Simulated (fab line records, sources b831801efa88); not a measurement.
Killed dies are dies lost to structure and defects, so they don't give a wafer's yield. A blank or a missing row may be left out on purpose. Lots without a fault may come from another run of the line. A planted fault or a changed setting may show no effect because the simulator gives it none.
A struck lot beside a sound one | flow gf180mcu | 15 steps out of a route of 602
Sound: wafers L677.1, L677.4, L677.5. Struck: wafers L696.1, L696.3, L696.4. The cause comes at the end.
At each step with rows: each side's tool, then ch and its chambers, then its first start. Under that, the readings that differ: sound wafers | struck wafers | difference of the means | sigmas: that difference in standard deviations of wafers without a fault.
alike: readings whose means differ by less than 2 such deviations, and words and numbers that are the same on both sides. not compared: withheld readings, readings that some wafer has no value for, bounds like >300 that may hide the same value, and numbers for which the record gives no deviation and whose values overlap.
The two part at a step that has a row with sigmas, a row that says differs or no value, or rows on one side only. Numbers that don't overlap but have no deviation are shown without sigmas and don't part them. A reading that every wafer of one side lacks parts them only if that side has two wafers or more.

first, 7 steps without rows for these wafers: GF_HV_LDD_DEHYDRATE_39 (time 60 s); GF_HV_LDD_HMDS_40 (prime time 60 s); GF_HV_LDD_COAT_41 (resist thk 1000 nm); GF_HV_LDD_SOFTBAKE_42 (time 60 s); GF_HV_LDD_EXPOSE_43 (exposes mask Pplus HV AREA, target cd 400 nm); GF_HV_LDD_PEB_44; GF_HV_LDD_DEVELOP_45 (develop time 60.97 s).
GF_HV_LDD_CD_MEAS_46: target cd 400 nm.
  sound on cd_sem-01, day 12 11:56; struck on cd_sem-02, day 18 12:55
  alike: cd_nm
GF_HV_LDD_OVL_MEAS_47:
  sound on overlay-02, day 12 12:03; struck on overlay-01, day 18 13:02
  alike: HV_LDD_03_OVL
then, 1 step without rows for these wafers: GF_HV_LDD_IMPLANT_48.
GF_HV_LDD_STRIP_49: strips in O2/N2.
  sound on plasma_asher-02 ch 1, day 12 12:14; struck on plasma_asher-03 ch 0,1, day 18 13:13
  alike: drypump_motor_current_A, heater_power_w, oes_product_au, strip_time_to_endpoint_s
  not compared: rf_hours_counter_h
GF_HV_LDD_TW_MEAS_50:
  sound on film_metro-04, day 12 12:20; struck on film_metro-02, day 18 13:19
  reading     | sound       | struck      | difference | sigmas
  HV_LDD_4_TW | 575 579 577 | 561 564 564 | -14        | -2
GF_HV_LDD_CLEAN_51: cleans in SC1/SC2, time 150 s.
  sound on wet_bench-03 ch 0, day 12 12:24; struck on wet_bench-04 ch 2, day 18 13:23
  reading          | sound       | struck      | difference | sigmas
  run_length_s (s) | 185 185 185 | 160 160 160 | -25        | -6
  alike: bath_guard_temp_C
GF_HV_LDD_RTA_52: time 10 s.
  sound on rtp_anneal-01 ch 0, day 12 12:27; struck on rtp_anneal-01 ch 0, day 18 13:26
  alike: lamp_power_pct, wafer_temp_C_max
then, 1 step without rows for these wafers: GF_PASSIVATION_PROBE_99.

WHERE THEY PART
First at GF_HV_LDD_TW_MEAS_50; last, within this record, at GF_HV_LDD_CLEAN_51. Later steps at which nothing parts them and some readings are alike: GF_HV_LDD_RTA_52.

WHY: what the simulator had put in
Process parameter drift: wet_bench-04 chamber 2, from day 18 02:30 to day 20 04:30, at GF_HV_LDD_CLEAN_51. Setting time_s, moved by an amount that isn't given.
